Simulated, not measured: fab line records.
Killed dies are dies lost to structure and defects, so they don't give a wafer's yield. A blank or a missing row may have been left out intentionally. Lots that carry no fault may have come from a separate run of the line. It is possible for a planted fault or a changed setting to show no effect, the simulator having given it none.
One fault seen from 2 desks + flow gf180mcu + what lay behind the numbers comes last; until then each desk has only its own

FROM THE METROLOGY DESK
What the gauges read for every lot (on any tool): the sampled wafers with a number, averaged. A lot is out of limits, marked OUT, if its mean lies more than 4 standard deviations from the usual mean; the brackets give that distance.
Columns: A = cd_nm at GF_V5_CD_MEAS_14, usual 260.1 nm; B = TOP_METAL_OVL at GF_TOP_METAL_OVL_MEAS_15, usual -0.1 nm
| lot  | first seen here | A     | B    |
|------|-----------------|-------|------|
| L126 | day 27 02:08    | 258.3 | 0.2  |
| L127 | day 27 06:58    | 259.3 | 1.3  |
| L128 | day 28 04:49    | 261.6 | 0.5  |
| L129 | day 28 06:28    | 259.4 | -0.7 |
| L130 | day 28 09:48    | 260.2 | -0.5 |
| L131 | day 28 18:06    | 260.8 | 0.9  |
| L133 | day 29 09:41    | 260.5 | 0.6  |
| L139 | day 31 08:14    | 261.4 | 0.4  |
| L145 | day 32 14:24    | 261.4 | -0.7 |
| L146 | day 32 22:21    | 259.7 | -1.3 |
| L147 | day 33 02:11    | 259.9 | -0.7 |
| L148 | day 33 08:30    | 257.6 | 0.6  |
| L149 | day 33 13:51    | 259.5 | 0.3  |
Result from this desk: across the 13 lots, nothing is out of limits.

TOOL OWNER'S DESK, wet_bench-02
The tool's own readings at GF_STI_WET_ETCH_27 (etches Si3N4 in H3PO4, target depth 160 nm, time 1825 s): means of the sampled wafers that have a number, for each lot that ran on this tool. A lot is out of limits, marked OUT, if its mean lies more than 4 standard deviations from the usual mean; the brackets give that distance.
Columns: A = bath_guard_temp_C at GF_STI_WET_ETCH_27, usual 160.2 C
| lot  | first seen here | A     |
|------|-----------------|-------|
| L129 | day 2 19:56     | 160.0 |
| L130 | day 3 02:04     | 160.3 |
| L133 | day 3 17:44     | 160.7 |
| L145 | day 6 06:26     | 160.0 |
| L147 | day 6 15:25     | 160.7 |
| L148 | day 6 21:37     | 159.8 |
Result from this desk: across the 6 lots, nothing is out of limits.

TAKEN TOGETHER
Metrology desk: nothing out of limits seen.
Nothing out of limits was seen by the tool owner's desk.

WHAT THE SIMULATOR HAD PUT IN
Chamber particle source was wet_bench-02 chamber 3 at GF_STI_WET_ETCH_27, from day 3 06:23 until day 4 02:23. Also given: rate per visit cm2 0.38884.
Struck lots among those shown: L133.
